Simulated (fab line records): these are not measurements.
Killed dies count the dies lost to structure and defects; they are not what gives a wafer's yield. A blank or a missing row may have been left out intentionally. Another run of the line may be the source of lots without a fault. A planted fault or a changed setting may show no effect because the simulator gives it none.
The tool behind it: which one? ; flow gf180mcu ; 31 wafers from 11 lots sampled at 4 of the route's 602 steps

WHAT THE GAUGES SHOWED, per wafer
The record lacks any reading of a measuring or inspecting step that a usual standard deviation could be used to judge.

WHAT TOOL EACH LOT RAN ON (gives the tool, then ch and the chambers of the sampled wafers, and finally the start)
lot;GF_V2_ETCH_17;GF_V2_CVD_23;GF_V2_CMP_26;GF_M3_SPUTTER_03
L445;rieDiel-01 ch 1,2,3, day 20 07:16 or earlier;cvdW-01 ch 0,1, day 20 07:16;cmp-01 ch 0,2,3, day 20 07:40;pvdSputter-04, day 20 08:01
L446;rieDiel-03 ch 0,1,3, day 20 17:01 or earlier;cvdW-02 ch 1, day 20 17:01;cmp-01 ch 0,1,2, day 20 17:26;pvdSputter-04, day 20 17:53
L447;rieDiel-01 ch 0,1,3, day 20 22:10 or earlier;cvdW-01 ch 0,1, day 20 22:10;cmp-01 ch 0,2,3, day 20 22:28;pvdSputter-03, day 20 22:56
L448;rieDiel-01 ch 1,3, day 21 11:12 or earlier;cvdW-02 ch 0,1, day 21 11:12;cmp-02 ch 0,1,3, day 21 11:35;pvdSputter-03, day 21 11:57
L449;rieDiel-03 ch 0,3, day 21 15:59 or earlier;cvdW-01 ch 0,1, day 21 15:59;cmp-02 ch 1,2, day 21 16:16;pvdSputter-03, day 21 16:44
L452;rieDiel-01 ch 3, day 22 21:15 or earlier;cvdW-01 ch 0, day 22 21:15;cmp-01 ch 1, day 22 21:32;-
L455;rieDiel-01 ch 0,1,2, day 24 01:53 or earlier;cvdW-01 ch 0,1, day 24 01:53;cmp-02 ch 2,3, day 24 02:08;pvdSputter-02, day 24 02:36
L459;rieDiel-04 ch 0,3, day 25 19:03 or earlier;cvdW-02 ch 0,1, day 25 19:03;cmp-02 ch 1,2,3, day 25 19:21;pvdSputter-04, day 25 19:49
L460;rieDiel-03 ch 0,3, day 25 23:35 or earlier;cvdW-01 ch 0,1, day 25 23:35;cmp-02 ch 0,1, day 25 23:52;pvdSputter-03, day 26 00:20
L461;rieDiel-04 ch 0,1,3, day 26 04:29 or earlier;cvdW-01 ch 0,1, day 26 04:29;cmp-02 ch 0,1, day 26 04:49;pvdSputter-03, day 26 05:14
L465;rieDiel-01 ch 0,2,3, day 27 07:19 or earlier;cvdW-02 ch 0,1, day 27 07:19;cmp-02 ch 1,2,3, day 27 07:43;pvdSputter-04, day 27 08:07
- GF_V2_ETCH_17: etches SiO2 in C4F8/O2/Ar, stops on TiN, target depth 630 nm.
- GF_V2_CVD_23: deposits W, target thk 350 nm, time 104.94 s.
- GF_V2_CMP_26: polishes, stops on SiO2, t overpolish 15 s, target thk 0 nm.
- GF_M3_SPUTTER_03: material Ti, target thk 10 nm, time 6.7 s.

WHAT THE TOOLS THEMSELVES READ (means of the sampled wafers that have a number; where no wafer has one, the mark that the record gives instead)
GF_V2_ETCH_17. Usual: oesProductAu 0.855 a.u., standard deviation 0.0046; rfFwdPowerW 1493 W, standard deviation 5.3.
lot;tool;oesProductAu (a.u.);rfFwdPowerW (W);flag
L445;rieDiel-01;0.858;1494;
L446;rieDiel-03;0.852;1496;
L447;rieDiel-01;0.858;1493;
L448;rieDiel-01;0.855;1491;
L449;rieDiel-03;0.853;1495;
L452;rieDiel-01;0.861;1488;
L455;rieDiel-01;0.854;1493;
L459;rieDiel-04;0.853;1489;
L460;rieDiel-03;0.859;1491;
L461;rieDiel-04;0.851;1491;
L465;rieDiel-01;0.858;1492;

GF_V2_CVD_23. Usual: heaterPowerW reads 762 W (standard deviation 65).
lot;tool;heaterPowerW (W);flag
L445;cvdW-01;749;
L446;cvdW-02;714;
L447;cvdW-01;748;
L448;cvdW-02;837;
L449;cvdW-01;753;
L452;cvdW-01;711;
L455;cvdW-01;732;
L459;cvdW-02;775;
L460;cvdW-01;734;
L461;cvdW-01;754;
L465;cvdW-02;851;

GF_V2_CMP_26. Usual: motorCurrentA 10.8 A, standard deviation 0.76; overpolishRunS 15.000 s, standard deviation 0.0096; timeToEndpointS 83.6 s, standard deviation 2.8.
lot;tool;motorCurrentA (A);overpolishRunS (s);timeToEndpointS (s);flag
L445;cmp-01;10.7;15.003;85.3;
L446;cmp-01;10.8;15.000;84.4;
L447;cmp-01;10.6;15.009;81.6;
L448;cmp-02;11.1;14.992;90.6;
L449;cmp-02;11.5;15.000;84.5;
L452;cmp-01;10.3;0.045;126.8;OFF
L455;cmp-02;10.7;15.006;81.5;
L459;cmp-02;10.9;14.999;85.5;
L460;cmp-02;11.9;15.003;85.6;
L461;cmp-02;11.9;14.995;83.8;
L465;cmp-02;11.0;14.995;84.5;

GF_M3_SPUTTER_03. Usual: throttleValvePct reads 30.4 % (standard deviation 0.78).
lot;tool;throttleValvePct (%);flag
L445;pvdSputter-04;29.5;
L446;pvdSputter-04;29.5;
L447;pvdSputter-03;30.6;
L448;pvdSputter-03;30.8;
L449;pvdSputter-03;30.8;
L455;pvdSputter-02;30.4;
L459;pvdSputter-04;30.3;
L460;pvdSputter-03;30.8;
L461;pvdSputter-03;30.8;
L465;pvdSputter-04;30.2;

THE ANSWER, worked out from the rows above alone
Rule: take the mean of a lot's wafers that have a number; if it is more than 3 standard deviations from the usual mean, the lot is off. A lot without any number at a reading at which 4 lots or more have one is off too. Where the step has rows for the other lots, those lots are counted as sound. First the gauges in route order, then the tools' own readings, where a lot's mean is used as printed above. At the first step where some lot is off, the reading lying furthest off is the one used; lots without a number count as furthest.
Off, at GF_V2_CMP_26 on overpolishRunS: L452.
A tool fits if, at that step or a process step before it, it ran every lot that is off, and no sound lot after the first of them. GF_V2_ETCH_17 gives no start for some lots, so the hours and the order of its lots are those of GF_V2_CVD_23. One fits: GF_V2_CMP_26 on cmp-01. Its last sound lot is L447 (day 20 22:28), its first lot that is off L452 (day 22 21:32): a fault that began between those two fits.
The tool's own readings at GF_V2_CMP_26 bear it out: on the lots that are off they differ by more than 5 times the standard deviation of the sound lots' means. overpolishRunS reads 0.045 s there against 15.000 s on the sound lots; timeToEndpointS reads 126.8 s there against 84.7 s on the sound lots.

WHAT WAS PUT IN BY THE SIMULATOR
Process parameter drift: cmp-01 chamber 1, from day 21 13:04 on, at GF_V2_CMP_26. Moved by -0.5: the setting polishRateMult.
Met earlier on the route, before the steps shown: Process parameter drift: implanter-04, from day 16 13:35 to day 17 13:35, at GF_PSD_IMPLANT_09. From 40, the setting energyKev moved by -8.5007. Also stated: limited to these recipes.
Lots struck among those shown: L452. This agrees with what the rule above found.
